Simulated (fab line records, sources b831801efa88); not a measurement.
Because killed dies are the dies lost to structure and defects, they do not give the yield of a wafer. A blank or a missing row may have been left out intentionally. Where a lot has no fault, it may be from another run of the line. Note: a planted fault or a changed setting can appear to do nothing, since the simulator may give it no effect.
Comparing a struck lot with a sound one | flow sfq_line | 17 out of 325 route steps
Sound: wafers L248.2, L248.3, L248.5. Struck: wafer L243.6 (L243.1, L243.5, from the same lot, were not struck and are left out); the cause is given at the end.
Each step with rows lists, per side, the tool, then ch with its chambers, then its first start. Under that, the readings that differ: sound wafers | struck wafers | difference of the means | sigmas: that difference in standard deviations of wafers without a fault.
alike: a reading whose means differ by less than 2 such deviations, as well as words and numbers matching on both sides. not compared: withheld readings; readings where some wafer has no value; bounds like >300 that might hide an equal value; numbers whose values overlap and for which the record gives no deviation.
A row with sigmas, a row that says differs or no value, or rows on one side alone: a step with any of these is where the two part. Numbers that have no deviation but don't overlap get no sigmas and don't part them. A reading that every wafer of one side lacks parts them only if that side has two wafers or more.

SFQ_TRILAYER_I7_VIA_STRIP_STRIP_191: strips in O2.
  sound on rie_metal-02 ch 0,1, day 84 22:11; struck on rie_metal-03 ch 1, day 80 19:51
  alike: drypump_motor_current_A, he_backside_leak_sccm, oes_product_au
  not compared: rf_hours_counter_h
then, 8 steps without rows for these wafers: SFQ_TRILAYER_I7_VIA_STRIP_SOLV_CLEAN_192 (cleans in NMP, time 600 s); SFQ_TRILAYER_M8_LITHO_LOR_COAT_197; SFQ_TRILAYER_M8_LITHO_LOR_BAKE_198; SFQ_TRILAYER_M8_LITHO_COAT_193 (resist thk 600 nm); SFQ_TRILAYER_M8_LITHO_SOFTBAKE_199; SFQ_TRILAYER_M8_LITHO_EXPOSE_194 (exposes mask M8, target cd 2000 nm); SFQ_TRILAYER_M8_LITHO_PEB_196 (peb time 60 s); SFQ_TRILAYER_M8_LITHO_DEVELOP_195 (img clear 15 s, time 55 s).
-- the record jumps here: 3 days lie between the struck wafers' starts before and after --
SFQ_M8_OVL_MEAS_948:
  sound on overlay-01 at day 88 11:00; struck on overlay-02 at day 83 13:54
  alike: M8_OVL
then, 2 steps without rows for these wafers: SFQ_TRILAYER_M8_DEP_EVAP_197 (material Ti, target thk 20 nm, time 100 s); SFQ_TRILAYER_M8_DEP_EVAP_198 (material Pt, target thk 50 nm, time 250 s).
SFQ_TRILAYER_M8_DEP_EVAP_196: material Au, target thk 180 nm, time 900 s.
  sound on pvd_sputter-02 at day 88 11:16; struck on pvd_sputter-01 at day 83 14:10
  reading                                          | sound           | struck | difference | sigmas
  model.Au_of_TRILAYER_M8_DEP_EVAP_196.thk_nm (nm) | 179.6 178 180.2 | 186.8  | +7.5       |
SFQ_M8_RS_MEAS_949: measures by four-point-probe.
  sound on film_metro-03 at day 88 11:48; struck on film_metro-01 at day 83 14:41
  reading           | sound                | struck | difference | sigmas
  M8_AU_RS (ohm/sq) | 0.1538 0.1555 0.1539 | 0.1481 | -0.0063    | -4
SFQ_M8_THK_MEAS_950: measures by xrf.
  sound on film_metro-03 at day 88 11:55; struck on film_metro-01 at day 83 14:48
  reading        | sound             | struck | difference | sigmas
  M8_AU_THK (nm) | 176.2 174.9 175.9 | 183.2  | +7.5       | +4
then, 1 step without rows for these wafers: SFQ_TRILAYER_M8_LIFTOFF_LIFTOFF_197 (chemistry NMP, time 600 s).
SFQ_M8_BOW_MEAS_951:
  sound on film_metro-01 at day 88 12:09; struck on film_metro-02 at day 83 15:02
  reading               | sound               | struck | difference | sigmas
  M8_BOW (um)           | 29 35 20            | -1     | -29        | -2
  model.etest.m8.ohm_sq | 0.154 0.1554 0.1535 | 0.1481 | -0.0062    |

== WHERE THEY PART ==
Earliest at SFQ_M8_RS_MEAS_949; latest, in this record, at SFQ_M8_BOW_MEAS_951.

WHY: what had been put in by the simulator
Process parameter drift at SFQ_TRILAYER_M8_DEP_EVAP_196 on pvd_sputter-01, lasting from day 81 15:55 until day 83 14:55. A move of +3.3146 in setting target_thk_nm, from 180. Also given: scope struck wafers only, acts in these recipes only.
